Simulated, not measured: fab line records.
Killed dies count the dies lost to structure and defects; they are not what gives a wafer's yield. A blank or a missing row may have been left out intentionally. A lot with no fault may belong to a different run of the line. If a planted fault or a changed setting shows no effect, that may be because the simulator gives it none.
fab line records + flow sky130
[record]
- lots = 11
- wafers = 33
- lastDay = 50
route steps=708 shown SONOS_ONO@181 POLY_GATE@229 PAD_OPEN@708
lots that met no fault: taken from a fault-free run of the same line
startH: hours from the record's first day to the start of the lot's first wafer shown + waitH: hours from the lot's prior step to this one + " the same as in the row above + L1.1+2: several wafers, shown together as one row + - no value present, or no start provided + * or withheld: withheld + < > ~ a bound
route shown NAME@n: NAME is a module with steps in the file, n the number in the route of the first one + usual: mean/standard deviation of fault-free wafers + same: alike in all rows + chamber/n: place in a boat + sites: the reading at each site + _std_site: standard deviation of those values + _edge_site: the outer-site mean with the inner-site mean subtracted + radiusMm: for every site, how far away it sits from the centre of the wafer + mask NAME#n: copy n + behind: the tool/chamber that last shaped the wafer + hold: why the lot was held/for how many hours/how that ended + device: names the non-switching transistor (n, p or np) + end of line: the same wafers' tests at the end of the route + a step given without rows: its recipe and nothing more + killed: count of dies lost to structure and defects at first sort (not the wafer's yield) + map: the dies of a wafer, with x for killed, . for not killed, _ for no die there
set.NAME: the setting that was run; set.NAME@STEP: the one run at that earlier step + model.NAME: the simulator's own value behind a step, which no gauge read
one table for each step of the route and one row for each wafer, over a sample of lots
services: the hour from which a tool's chamber was out of use, counted from the record's first day as startH (under 0 if before that day), plus the number of hours and why
[[steps]]
[step SKY_SONOS_ONO_CD_MEAS_13]
[recipe]
- targetCdNm = 410
[usual]
- cdNm = 410.5/2.5
| lot.wafer | tool     | chamber | startH | waitH | cdNm  |
|-----------|----------|---------|--------|-------|-------|
| L871.2    | cdSem-01 | -       | 272.07 | 0.1   | 407.7 |
| L871.4    | "        | -       | "      | "     | 408.2 |
| L871.5    | "        | -       | "      | "     | 406.1 |
| L872.2    | cdSem-02 | -       | 287.72 | 0.1   | 407.5 |
| L872.3    | "        | -       | "      | "     | 409.5 |
| L872.5    | "        | -       | "      | "     | 407.3 |
| L874.1    | cdSem-02 | -       | 296.32 | 0.1   | 409.5 |
| L874.2    | "        | -       | "      | "     | 409.0 |
| L874.6    | "        | -       | "      | "     | 407.9 |
| L875.1    | cdSem-02 | -       | 308.67 | 0.1   | 406.8 |
| L875.2    | "        | -       | "      | "     | 406.7 |
| L875.3    | "        | -       | "      | "     | 407.9 |
| L877.2    | cdSem-02 | -       | 326.21 | 0.1   | 411.7 |
| L877.4    | "        | -       | "      | "     | 410.7 |
| L877.6    | "        | -       | "      | "     | 409.8 |
| L883.2    | cdSem-02 | -       | 375.81 | 0.1   | 411.3 |
| L883.3    | "        | -       | "      | "     | 411.0 |
| L883.6    | "        | -       | "      | "     | 412.8 |
| L885.3    | cdSem-01 | -       | 392.14 | 0.1   | 415.3 |
| L885.5    | "        | -       | "      | "     | 415.0 |
| L885.6    | "        | -       | "      | "     | 416.3 |
| L886.1    | cdSem-02 | -       | 400.49 | 0.1   | 414.7 |
| L886.5    | "        | -       | "      | "     | 415.2 |
| L886.6    | "        | -       | "      | "     | 415.3 |
| L888.2    | cdSem-01 | -       | 414.75 | 0.1   | 411.3 |
| L888.4    | "        | -       | "      | "     | 409.5 |
| L888.6    | "        | -       | "      | "     | 407.7 |
| L889.1    | cdSem-02 | -       | 422.75 | 0.1   | 409.5 |
| L889.4    | "        | -       | "      | "     | 409.7 |
| L889.5    | "        | -       | "      | "     | 411.6 |
| L893.1    | cdSem-01 | -       | 455.62 | 0.1   | 410.3 |
| L893.4    | "        | -       | "      | "     | 412.6 |
| L893.6    | "        | -       | "      | "     | 408.4 |
[step SKY_POLY_GATE_ETCH_15]
[recipe]
- chemistry = N2/H2
- target = BARC
- ionEnergyEv = 200
- sourceW = 500
- biasW = 100
- pressureMtorr = 30
- n2FlowSccm = 100
- h2FlowSccm = 200
- stopOn = SiO2
- timeS = 118.5
- targetDepthA = 1100
[usual]
- drypumpMotorCurrentA = 5.7/0.48
- oesProductAu = 0.716/0.0048
- throttleValvePct = 13.213/0.0087
| lot.wafer | tool       | chamber | startH | waitH | drypumpMotorCurrentA | oesProductAu | rfHoursCounterH | throttleValvePct |
|-----------|------------|---------|--------|-------|----------------------|--------------|-----------------|------------------|
| L871.2    | rieDiel-03 | 2       | 358.41 | 0.0   | 5.0                  | 0.725        | 10              | 13.216           |
| L871.4    | "          | 0       | "      | "     | 6.4                  | 0.724        | 0               | 13.217           |
| L871.5    | "          | 2       | "      | "     | 5.0                  | 0.718        | -               | 13.229           |
| L872.2    | rieDiel-02 | 3       | 377.01 | 0.0   | 6.0                  | 0.716        | 1               | 13.219           |
| L872.3    | "          | 2       | "      | "     | 6.3                  | 0.716        | 75              | 13.206           |
| L872.5    | "          | 0       | "      | "     | 5.6                  | 0.719        | -               | 13.207           |
| L874.1    | rieDiel-02 | 2       | 388.16 | 0.0   | 6.3                  | 0.724        | 75              | 13.214           |
| L874.2    | "          | 1       | "      | "     | 5.6                  | 0.722        | 73              | 13.217           |
| L874.6    | "          | 0       | "      | "     | 5.5                  | 0.720        | -               | 13.224           |
| L875.1    | rieDiel-03 | 1       | 398.08 | 0.0   | 5.9                  | 0.715        | 85              | 13.209           |
| L875.2    | "          | 3       | "      | "     | 6.4                  | 0.712        | 71              | 13.219           |
| L875.3    | "          | 2       | "      | "     | 5.0                  | 0.715        | 11              | 13.225           |
| L877.2    | rieDiel-02 | 2       | 423.01 | 0.0   | 6.2                  | 0.717        | 76              | 13.212           |
| L877.4    | "          | 3       | "      | "     | 6.0                  | 0.716        | 2               | 13.214           |
| L877.6    | "          | 0       | "      | "     | 5.5                  | 0.712        | -               | 13.223           |
| L883.2    | rieDiel-04 | 3       | 476.93 | 0.0   | 5.6                  | 0.718        | 29              | 13.227           |
| L883.3    | "          | 1       | "      | "     | 5.8                  | 0.709        | 17              | 13.217           |
| L883.6    | "          | 2       | "      | "     | 4.8                  | 0.719        | -               | 13.204           |
| L885.3    | rieDiel-03 | 3       | 495.48 | 0.0   | 6.4                  | 0.709        | 73              | 13.200           |
| L885.5    | "          | 0       | "      | "     | 6.4                  | 0.714        | -               | 13.229           |
| L885.6    | "          | 1       | "      | "     | 5.9                  | 0.711        | -               | 13.209           |
| L886.1    | rieDiel-02 | 3       | 500.06 | 0.0   | 6.0                  | 0.716        | 4               | 13.216           |
| L886.5    | "          | 3       | "      | "     | 6.0                  | 0.719        | -               | 13.212           |
| L886.6    | "          | 0       | "      | "     | 5.5                  | 0.711        | -               | 13.214           |
| L888.2    | rieDiel-03 | 1       | 516.96 | 0.0   | 5.9                  | 0.720        | 87              | 13.209           |
| L888.4    | "          | 3       | "      | "     | 6.4                  | 0.715        | 73              | 13.221           |
| L888.6    | "          | 0       | "      | "     | 6.4                  | 0.717        | -               | 13.208           |
| L889.1    | rieDiel-02 | 2       | 522.71 | 0.0   | 6.3                  | 0.719        | 78              | 13.200           |
| L889.4    | "          | 3       | "      | "     | 6.0                  | 0.719        | 4               | 13.220           |
| L889.5    | "          | 3       | "      | "     | 6.0                  | 0.707        | -               | 13.197           |
| L893.1    | rieDiel-04 | 3       | 553.06 | 0.0   | 5.6                  | 0.723        | 30              | 13.227           |
| L893.4    | "          | 1       | "      | "     | 5.8                  | 0.711        | 19              | 13.223           |
| L893.6    | "          | 3       | "      | "     | 5.6                  | 0.723        | -               | 13.210           |
[step SKY_POLY_GATE_OXIDATION_20]
[recipe]
- tempC = 850
- ambient = O2
- stabiliseS = 600
- purgeS = 300
- targetThkA = 40
- oxTimeS = 899
[usual]
- spikeTcBottomC = 869.7/1.4
- spikeTcCentreC = 849.4/1.3
- spikeTcLowerC = 850.6/1
- spikeTcTopC = 862.6/2.3
- spikeTcUpperC = 849.1/1.1
- tubeCenterTempC = 850.01/0.082
- tube_center_temp_C_max = 852.2/0.35
| lot.wafer | tool       | chamber | startH | waitH | spikeTcBottomC | spikeTcCentreC | spikeTcLowerC | spikeTcTopC | spikeTcUpperC | tubeCenterTempC | tube_center_temp_C_max |
|-----------|------------|---------|--------|-------|----------------|----------------|---------------|-------------|---------------|-----------------|------------------------|
| L871.2    | furnace-01 | 0       | 360.79 | 2.0   | 869.3          | 849.3          | 852.5         | 860.1       | 850.2         | 850.09          | 852.1                  |
| L871.4    | "          | 0       | "      | "     | 870.8          | 849.5          | 850.5         | 860.3       | 849.9         | 849.98          | 852.8                  |
| L871.5    | "          | 0       | "      | "     | 871.0          | 848.5          | 849.5         | 862.4       | 850.5         | 850.1           | 852.4                  |
| L872.2    | furnace-02 | 0       | 379.84 | 2.4   | 867.9          | 849.7          | 852.0         | 864.4       | 846.8         | 850.19          | 852.9                  |
| L872.3    | "          | 0       | "      | "     | 867.2          | 851.0          | 851.2         | 866.4       | 848.4         | 850.16          | 852.5                  |
| L872.5    | "          | 0       | "      | "     | 867.4          | 852.4          | 852.9         | 863.4       | 849.6         | 850.04          | 851.8                  |
| L874.1    | furnace-01 | 0       | 390.88 | 2.3   | 868.7          | 849.7          | 852.5         | 861.3       | 849.1         | 849.9           | 851.8                  |
| L874.2    | "          | 0       | "      | "     | 870.2          | 849.5          | 850.8         | 861.5       | 850.1         | 850.17          | 851.8                  |
| L874.6    | "          | 0       | "      | "     | 871.8          | 849.1          | 848.8         | 859.3       | 848.6         | 849.94          | 851.9                  |
| L875.1    | furnace-01 | 0       | 399.37 | 0.9   | 871.8          | 848.5          | 851.4         | 860.3       | 850.1         | 850.06          | 852.0                  |
| L875.2    | "          | 0       | "      | "     | 871.3          | 849.3          | 850.8         | 858.7       | 849.6         | 849.87          | 852.0                  |
| L875.3    | "          | 0       | "      | "     | 871.1          | 849.2          | 851.0         | 862.6       | 848.4         | 849.9           | 851.5                  |
| L877.2    | furnace-02 | 0       | 425.37 | 2.0   | 868.9          | 850.6          | 850.0         | 865.9       | 848.9         | 849.97          | 852.1                  |
| L877.4    | "          | 0       | "      | "     | 867.8          | 852.8          | 851.7         | 867.0       | 849.1         | 850.04          | 851.8                  |
| L877.6    | "          | 0       | "      | "     | 867.7          | 850.9          | 851.3         | 864.7       | 848.2         | 850.01          | 852.9                  |
| L883.2    | furnace-01 | 0       | 477.32 | 0.0   | 869.8          | 847.7          | 851.9         | 860.9       | 848.8         | 849.95          | 852.3                  |
| L883.3    | "          | 0       | "      | "     | 870.2          | 848.9          | 851.0         | 860.2       | 849.0         | 849.97          | 852.3                  |
| L883.6    | "          | 0       | "      | "     | 871.4          | 849.1          | 850.2         | 860.1       | 849.5         | 849.91          | 852.0                  |
| L885.3    | furnace-01 | 0       | 495.86 | 0.0   | 881.8          | 861.7          | 862.8         | 873.5       | 862.0         | 862.38          | 864.5                  |
| L885.5    | "          | 0       | "      | "     | 882.7          | 861.4          | 862.5         | 873.1       | 862.3         | 862.41          | 864.5                  |
| L885.6    | "          | 0       | "      | "     | 882.6          | 861.1          | 863.0         | 872.8       | 863.6         | 862.25          | 864.4                  |
| L886.1    | furnace-01 | 0       | 500.45 | 0.0   | 883.3          | 861.8          | 861.5         | 873.8       | 861.5         | 862.29          | 864.7                  |
| L886.5    | "          | 0       | "      | "     | 883.3          | 860.8          | 862.5         | 873.6       | 862.3         | 862.44          | 864.5                  |
| L886.6    | "          | 0       | "      | "     | 880.6          | 861.1          | 864.0         | 874.5       | 862.2         | 862.28          | 864.0                  |
| L888.2    | furnace-02 | 0       | 517.71 | 0.4   | 870.6          | 852.0          | 851.3         | 863.8       | 849.1         | 849.99          | 852.2                  |
| L888.4    | "          | 0       | "      | "     | 868.2          | 851.0          | 850.3         | 867.8       | 848.1         | 849.93          | 852.9                  |
| L888.6    | "          | 0       | "      | "     | 868.6          | 849.7          | 850.2         | 864.8       | 847.6         | 850.1           | 852.2                  |
| L889.1    | furnace-02 | 0       | 525.55 | 2.5   | 868.6          | 850.2          | 851.8         | 866.9       | 848.4         | 850.18          | 851.9                  |
| L889.4    | "          | 0       | "      | "     | 866.8          | 850.0          | 850.4         | 867.3       | 847.7         | 850.01          | 851.8                  |
| L889.5    | "          | 0       | "      | "     | 869.9          | 850.5          | 852.6         | 864.1       | 846.5         | 849.88          | 852.1                  |
| L893.1    | furnace-02 | 0       | 553.45 | 0.0   | 868.3          | 850.6          | 851.5         | 865.3       | 848.1         | 850.11          | 852.1                  |
| L893.4    | "          | 0       | "      | "     | 867.8          | 851.2          | 851.9         | 863.0       | 849.0         | 849.99          | 851.7                  |
| L893.6    | "          | 0       | "      | "     | 868.1          | 848.9          | 849.4         | 866.0       | 849.6         | 849.95          | 852.2                  |
[step SKY_POLY_GATE_THK_MEAS_21]
[recipe]
- reads = SiO2_of_POLY_GATE_OXIDATION_20
[usual]
- POLY_GATE_OXIDATION_THK = 3.99/0.072
| lot.wafer | tool         | chamber | startH | waitH | POLY_GATE_OXIDATION_THK[nm] |
|-----------|--------------|---------|--------|-------|-----------------------------|
| L871.2    | filmMetro-01 | -       | 362.05 | 0.0   | 3.94                        |
| L871.4    | "            | -       | "      | "     | 4.02                        |
| L871.5    | "            | -       | "      | "     | 3.89                        |
| L872.2    | filmMetro-04 | -       | 381.10 | 0.0   | 4.08                        |
| L872.3    | "            | -       | "      | "     | 4.04                        |
| L872.5    | "            | -       | "      | "     | 4.04                        |
| L874.1    | filmMetro-01 | -       | 392.13 | 0.0   | 3.96                        |
| L874.2    | "            | -       | "      | "     | 3.97                        |
| L874.6    | "            | -       | "      | "     | 3.97                        |
| L875.1    | filmMetro-02 | -       | 400.62 | 0.0   | 4.02                        |
| L875.2    | "            | -       | "      | "     | 4.01                        |
| L875.3    | "            | -       | "      | "     | 4.03                        |
| L877.2    | filmMetro-01 | -       | 426.63 | 0.0   | 3.99                        |
| L877.4    | "            | -       | "      | "     | 4.03                        |
| L877.6    | "            | -       | "      | "     | 3.93                        |
| L883.2    | filmMetro-02 | -       | 478.58 | 0.0   | 3.87                        |
| L883.3    | "            | -       | "      | "     | 3.92                        |
| L883.6    | "            | -       | "      | "     | 3.81                        |
| L885.3    | filmMetro-04 | -       | 497.13 | 0.0   | 4.59                        |
| L885.5    | "            | -       | "      | "     | 4.59                        |
| L885.6    | "            | -       | "      | "     | 4.60                        |
| L886.1    | filmMetro-02 | -       | 501.70 | 0.0   | 4.56                        |
| L886.5    | "            | -       | "      | "     | 4.57                        |
| L886.6    | "            | -       | "      | "     | 4.55                        |
| L888.2    | filmMetro-02 | -       | 518.97 | 0.0   | 3.90                        |
| L888.4    | "            | -       | "      | "     | 4.00                        |
| L888.6    | "            | -       | "      | "     | 3.97                        |
| L889.1    | filmMetro-02 | -       | 526.80 | 0.0   | 4.16                        |
| L889.4    | "            | -       | "      | "     | 4.04                        |
| L889.5    | "            | -       | "      | "     | 4.08                        |
| L893.1    | filmMetro-01 | -       | 554.70 | 0.0   | 4.08                        |
| L893.4    | "            | -       | "      | "     | 3.98                        |
| L893.6    | "            | -       | "      | "     | 3.97                        |
[step SKY_POLY_GATE_CD_MEAS_22]
[usual]
- cdNm = 150.4/1.8
| lot.wafer | tool     | chamber | startH | waitH | cdNm  |
|-----------|----------|---------|--------|-------|-------|
| L871.2    | cdSem-01 | -       | 362.13 | 0.1   | 149.3 |
| L871.4    | "        | -       | "      | "     | 151.8 |
| L871.5    | "        | -       | "      | "     | 149.9 |
| L872.2    | cdSem-02 | -       | 381.18 | 0.1   | 150.8 |
| L872.3    | "        | -       | "      | "     | 153.5 |
| L872.5    | "        | -       | "      | "     | 152.0 |
| L874.1    | cdSem-01 | -       | 392.22 | 0.1   | 149.5 |
| L874.2    | "        | -       | "      | "     | 150.4 |
| L874.6    | "        | -       | "      | "     | 149.1 |
| L875.1    | cdSem-01 | -       | 400.68 | 0.1   | 153.3 |
| L875.2    | "        | -       | "      | "     | 149.9 |
| L875.3    | "        | -       | "      | "     | 152.8 |
| L877.2    | cdSem-01 | -       | 426.70 | 0.1   | 152.5 |
| L877.4    | "        | -       | "      | "     | 150.4 |
| L877.6    | "        | -       | "      | "     | 152.4 |
| L883.2    | cdSem-02 | -       | 478.66 | 0.1   | 150.2 |
| L883.3    | "        | -       | "      | "     | 150.0 |
| L883.6    | "        | -       | "      | "     | 151.3 |
| L885.3    | cdSem-01 | -       | 497.23 | 0.1   | 147.6 |
| L885.5    | "        | -       | "      | "     | 149.3 |
| L885.6    | "        | -       | "      | "     | 149.1 |
| L886.1    | cdSem-01 | -       | 501.77 | 0.1   | 149.8 |
| L886.5    | "        | -       | "      | "     | 148.1 |
| L886.6    | "        | -       | "      | "     | 150.0 |
| L888.2    | cdSem-02 | -       | 519.05 | 0.1   | 148.8 |
| L888.4    | "        | -       | "      | "     | 149.5 |
| L888.6    | "        | -       | "      | "     | 148.1 |
| L889.1    | cdSem-01 | -       | 526.86 | 0.1   | 150.5 |
| L889.4    | "        | -       | "      | "     | 147.7 |
| L889.5    | "        | -       | "      | "     | 148.3 |
| L893.1    | cdSem-01 | -       | 554.76 | 0.1   | 147.3 |
| L893.4    | "        | -       | "      | "     | 147.0 |
| L893.6    | "        | -       | "      | "     | 148.3 |
[step SKY_PAD_OPEN_PROBE_99]
[usual]
- killed_at_M0_to_M3 = 43/6.5
- killed_at_M4_up = 3.2/1.8
- killedAtContacts = 24/5
- killedAtFrontEnd = 15/4.1
- killedAtOther = 0.3/0.54
- killedDies = 85/9.3
- killedOpen = 47/7.2
- killedShort = 39/5.9
[same]
- grossDies = 492
- killedAtBackSide = 0
| lot.wafer | tool      | chamber | startH  | waitH | killed_at_M0_to_M3 | killed_at_M4_up | killedAtContacts | killedAtFrontEnd | killedAtOther | killedDies | killedOpen | killedShort |
|-----------|-----------|---------|---------|-------|--------------------|-----------------|------------------|------------------|---------------|------------|------------|-------------|
| L874.1    | prober-01 | -       | 1086.69 | 0.1   | 33                 | 2               | 21               | 14               | 0             | 70         | 37         | 32          |
| L874.2    | prober-01 | -       | 1086.74 | 0.1   | 27                 | 2               | 18               | 8                | 0             | 55         | 28         | 27          |
| L874.6    | prober-01 | -       | 1086.94 | 0.2   | 35                 | 2               | 16               | 20               | 1             | 74         | 35         | 39          |
// killed by level:class
L874.1 VIA1:geometricParticle:open=13 LI_CONTACT:geometricParticle:open=9 METAL2:geometricParticle:short=7 CONTACT:geometricParticle:open=5 FIELD_ISO:geometricParticle:short=4 FIELD_ISO:geometricParticle:open=4 VIA1:geometricParticle:short=3 LI_CONTACT:geometricParticle:short=3
L874.2 CONTACT:geometricParticle:open=8 VIA1:geometricParticle:open=7 VIA3:geometricParticle:open=6 CONTACT:geometricParticle:short=4 METAL1:geometricParticle:short=3 LOCAL_INTERCONNECT:geometricParticle:short=3 VIA1:geometricParticle:short=3 FIELD_ISO:geometricParticle:short=2
L874.6 VIA1:geometricParticle:open=7 FIELD_ISO:geometricParticle:short=5 POLY_GATE:geometricParticle:short=5 LI_CONTACT:geometricParticle:open=5 VIA2:geometricParticle:open=5 VIA3:geometricParticle:short=5 FIELD_ISO:geometricParticle:open=4 VIA2:geometricParticle:short=4
[[services]]
| tool       | chamber | startH | hours | kind   |
|------------|---------|--------|-------|--------|
| rieDiel-03 | 0       | 337.05 | -     | clean  |
| furnace-02 | -       | 347.04 | 4.3   | pm     |
| furnace-02 | -       | 362.69 | 5.9   | repair |
| furnace-01 | -       | 379.12 | 3.6   | pm     |
| rieDiel-04 | 0       | 386.27 | 4.2   | repair |
| rieDiel-02 | -       | 392.18 | 2.8   | pm     |
| rieDiel-04 | 1       | 406.07 | 5.0   | repair |
| rieDiel-04 | 2       | 414.05 | 8.8   | repair |
| rieDiel-04 | 0       | 417.19 | 3.3   | repair |
| furnace-02 | -       | 439.62 | 2.6   | pm     |
| rieDiel-02 | 0       | 454.96 | 6.2   | repair |
| rieDiel-02 | -       | 465.49 | 1.5   | repair |
| rieDiel-04 | 2       | 465.96 | 5.6   | repair |
| rieDiel-04 | -       | 473.99 | 0.8   | repair |
| rieDiel-02 | 1       | 481.17 | 26.9  | repair |
| rieDiel-02 | 3       | 488.55 | 4.4   | repair |
| rieDiel-03 | 1       | 496.46 | 3.1   | repair |
| furnace-01 | -       | 506.96 | 2.5   | pm     |
| furnace-01 | -       | 514.63 | 18.2  | pm     |
| rieDiel-03 | 2       | 517.88 | 1.3   | repair |
| rieDiel-04 | -       | 519.12 | 4.3   | pm     |
| rieDiel-03 | -       | 540.21 | 14.6  | pm     |
| furnace-01 | -       | 544.42 | 2.3   | repair |
| furnace-01 | -       | 546.70 | 2.7   | pm     |
[[key]]
[firstSign]
- step = SKY_POLY_GATE_OXIDATION_20
- reading = tubeCenterTempC
- direction = up
- sigmas = 99+
- usual = *
- struck = *
[effect]
- step = SKY_POLY_GATE_OXIDATION_20
- reading = tube_center_temp_C_max
- direction = up
- sigmas = 35
- usual = *
- struck = *
[effect]
- step = SKY_POLY_GATE_THK_MEAS_21
- reading = POLY_GATE_OXIDATION_THK
- direction = up
- sigmas = 8.1
- usual = 3.99
- struck = 4.58
metAt SKY_POLY_GATE_OXIDATION_20
struckLots L885,L886
testerLeftOut L885,L886
notActingAt SKY_SONOS_ONO_CD_MEAS_13,SKY_POLY_GATE_ETCH_15,SKY_POLY_GATE_CD_MEAS_22
onsetBetween 477.32 495.86
[fault]
- kind = processParameterDrift
- tool = furnace-01
- chamber = -
- onsetH = 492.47
- steps = SKY_POLY_GATE_OXIDATION_20
- channel = tempC
- offset = *
- shape = step
- endH = 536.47
- actsIn = *
- stated = *
// testerLeftOut: of these lots the tester's yield and bins aren't shown, on N5 and GAA mostly nor the transistor test; their killed dies are dies lost to structure and defects alone, not to doping, threshold or leakage, so they don't give the yield
